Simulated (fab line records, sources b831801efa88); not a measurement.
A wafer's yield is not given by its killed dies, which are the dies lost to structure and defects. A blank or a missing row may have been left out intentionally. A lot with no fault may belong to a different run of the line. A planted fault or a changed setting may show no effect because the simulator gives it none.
One fault seen from 2 desks ; flow gf180mcu ; numbers are kept per desk, each desk with only its own; the story behind them comes last

## TOOL OWNER'S DESK, rie_metal-02
The tool's own readings at GF_M4_METAL_ETCH_16 (etches the open film in Cl2/BCl3, stops on SiO2, target depth 750.8 nm, time 125.1 s): means of the sampled wafers that have a number, for each lot that ran on this tool. If a lot's mean is further than 4 standard deviations from the usual mean, the lot is out of limits and carries the mark OUT (the distance appears in the brackets).
Columns: A = drypump_motor_current_A at GF_M4_METAL_ETCH_16, usual 5.74 A; B = oes_product_au at GF_M4_METAL_ETCH_16, usual 0.992 a.u.; C = throttle_valve_pct at GF_M4_METAL_ETCH_16, usual 28.227 %
lot;first seen here;A;B;C
L985;day 23 08:16;5.41;0.990;28.224
L987;day 24 01:34;5.86;0.994;28.224
L990;day 25 06:43;6.01;0.992;28.229
L994;day 26 13:28;5.81;0.994;28.226
L997;day 27 15:28;5.62;0.863 (-25) OUT;28.365 (+15) OUT
L998;day 27 21:31;5.63;0.866 (-25) OUT;28.362 (+15) OUT
L107;day 30 03:19;5.61;0.992;28.225
Finding of this desk: L997, L998 out of limits; the first was L997 at day 27 15:28, on oes_product_au at GF_M4_METAL_ETCH_16. L985, L987, L990, L994, L107 stayed within limits.

## AT THE METROLOGY DESK
Lot by lot, what the gauges showed, no matter which tool ran the lot: averages of those sampled wafers that carry a number. If a lot's mean is further than 4 standard deviations from the usual mean, the lot is out of limits and carries the mark OUT (the distance appears in the brackets).
Columns: A = cd_nm at GF_V3_CD_MEAS_14, usual 260.0 nm; B = V3_W_THK at GF_V3_THK_MEAS_25, usual 343 nm
lot;first seen here;A;B
L985;day 22 07:28;259.6;340
L987;day 23 01:47;260.5;341
L989;day 23 20:01;260.1;347
L990;day 24 07:13;259.6;335
L991;day 24 13:53;260.0;339
L992;day 25 01:44;261.4;335
L994;day 25 15:22;260.5;343
L995;day 26 02:47;259.1;339
L996;day 26 09:40;260.3;347
L997;day 26 17:34;258.4;340
L998;day 26 23:46;259.9;339
L105;day 29 00:37;258.4;343
L107;day 29 07:06;262.0;342
L108;day 29 17:16;259.9;346
This desk's verdict: no lot among the 14 shows anything out of limits.

## TAKEN TOGETHER
An alarm could have come from the tool owner's desk at day 27 15:28, on L997, L998.
From the metrology desk's view, nothing was out of limits.
The metrology desk holds a record of L997, L998, inside its limits.
All the named lots went through GF_M4_METAL_ETCH_16 on rie_metal-02.

## WHAT THE SIMULATOR PUT IN
rie_metal-02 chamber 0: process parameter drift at GF_M4_METAL_ETCH_16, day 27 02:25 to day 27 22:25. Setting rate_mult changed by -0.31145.
Struck lots among those shown: L997, L998.
Each desk's first reading out of limits, in hours after the fault started: the tool owner's desk, 13.
